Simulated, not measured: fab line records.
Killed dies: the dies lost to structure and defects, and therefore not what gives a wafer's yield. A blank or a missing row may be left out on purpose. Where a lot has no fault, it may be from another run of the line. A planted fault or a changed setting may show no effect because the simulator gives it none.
8D (eight disciplines) problem report, filled in by code | flow gf180mcu | the parts of the form that need people (team, actions taken, sign-off) are left out

1. THE ISSUE
V3_W_RS at GF_V3_RS_MEAS_24 reads a mean of 0.464 ohm/sq on 1 wafer of 1 lot; wafers without a fault read 0.331 ohm/sq with a standard deviation of 0.0033. That is +40 standard deviations from the usual mean.
The step: measures by four-point-probe.
Earliest sighting: wafer L192.2 on filmMetro-03 at day 24 20:17. At this step, 33 wafers from 11 lots have a number in the record. By rule, "out" or "out of limits" means more than 4 standard deviations away from the usual mean. The rest of the wafers with a number are treated as sound.

2. WHAT IT IS; WHAT IT IS NOT
question                    | is                | is not
which readings at this step | V3_W_RS           | -
which lots                  | L192              | L187, L188, L189, L190, L194, L203, L204, L207, L208, L209
which wafers of those lots  | L192.2            | L192.3, L192.5
read on which gauges        | filmMetro-03      | filmMetro-01, filmMetro-04
when                        | from day 24 20:17 | up to then (14 sound wafers); but 18 sound wafers of L194, L203, L204, L207, L208, L209 came after

3. THE SUSPECTS, EACH WITH WHAT RULES IT OUT
Counting: a tool at a process step up to the reading stays a suspect if it ran every lot that is out. Sound lots after the first of them don't rule it out here, since some wafers of a struck lot are sound.
- the gauge at GF_V3_RS_MEAS_24: ruled out. All the wafers that are out were read on filmMetro-03, but those of them that GF_V3_CMP_26 has rows for are out there too, on other tools.
- rieDiel-01 at GF_V3_ETCH_16 (etches BARC in N2/H2): kept. L192, the lot that is out, went through it at day 24 19:21; up to then, the latest sound lot through it was L189 at day 23 19:32.
- pvdSputter-02 at GF_V3_SPUTTER_21 (material Ti, target thk 15 nm, time 80.02 s): kept. L192, the lot that is out, went through it at day 24 20:03; up to then, the latest sound lot through it was L188 at day 23 13:44.
- cvdW-01 at GF_V3_CVD_23 (deposits W, target thk 350 nm, time 104.9 s): kept. L192, the lot that is out, went through it at day 24 20:09; up to then, the latest sound lot through it was L189 at day 23 20:18.
- The sound lot-mates ran in chamber 1 of rieDiel-01 at GF_V3_ETCH_16, but the wafers that are out ran in chamber 3.
After the count, these remain: rieDiel-01 at GF_V3_ETCH_16, pvdSputter-02 at GF_V3_SPUTTER_21 and cvdW-01 at GF_V3_CVD_23.

4. THE CAUSE (what the simulator had put in)
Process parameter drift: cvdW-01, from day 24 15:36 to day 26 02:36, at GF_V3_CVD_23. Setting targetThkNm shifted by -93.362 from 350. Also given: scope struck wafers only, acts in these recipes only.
3 suspects survive the count, and this tool is in that group.

5. SEQUENCE OF EFFECTS, ordered by route
Each row: a reading whose mean over the struck wafers that have a number lies more than 3 standard deviations from the usual. Only readings whose record carries a usual standard deviation are examined. hours: median over the lots of the time between each lot's start at the first step of this table that gives one and its start at this step. sigmas: the change, counted in usual standard deviations.
hours | step              | reading         | usual        | on struck wafers | change | sigmas
0     | GF_V3_RS_MEAS_24  | V3_W_RS         | 0.331 ohm/sq | 0.464            | +0.133 | +40
0     | GF_V3_THK_MEAS_25 | V3_W_THK        | 367 nm       | 261              | -106   | -25
0     | GF_V3_CMP_26      | timeToEndpointS | 83 s         | 61               | -22    | -7.1
Process steps it contains:
- GF_V3_CMP_26: polishes, stops on SiO2, t overpolish 15 s, target thk 0 nm.

6. WHAT WOULD HAVE CAUGHT IT SOONER
In this record the first reading out of limits at a measuring or inspecting step was taken at day 24 20:17, 5 hours after the fault began at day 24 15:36.
An alarm limit of 4 standard deviations would not have fired on the tool readings at GF_V3_CVD_23 for which the record gives a usual standard deviation, since none of them was out on any struck wafer.
The start of GF_V3_CVD_23 on cvdW-01 came by day 24 20:17 for every one of the lots that are out (1). Tool hold at that time: it would have spared none of them.
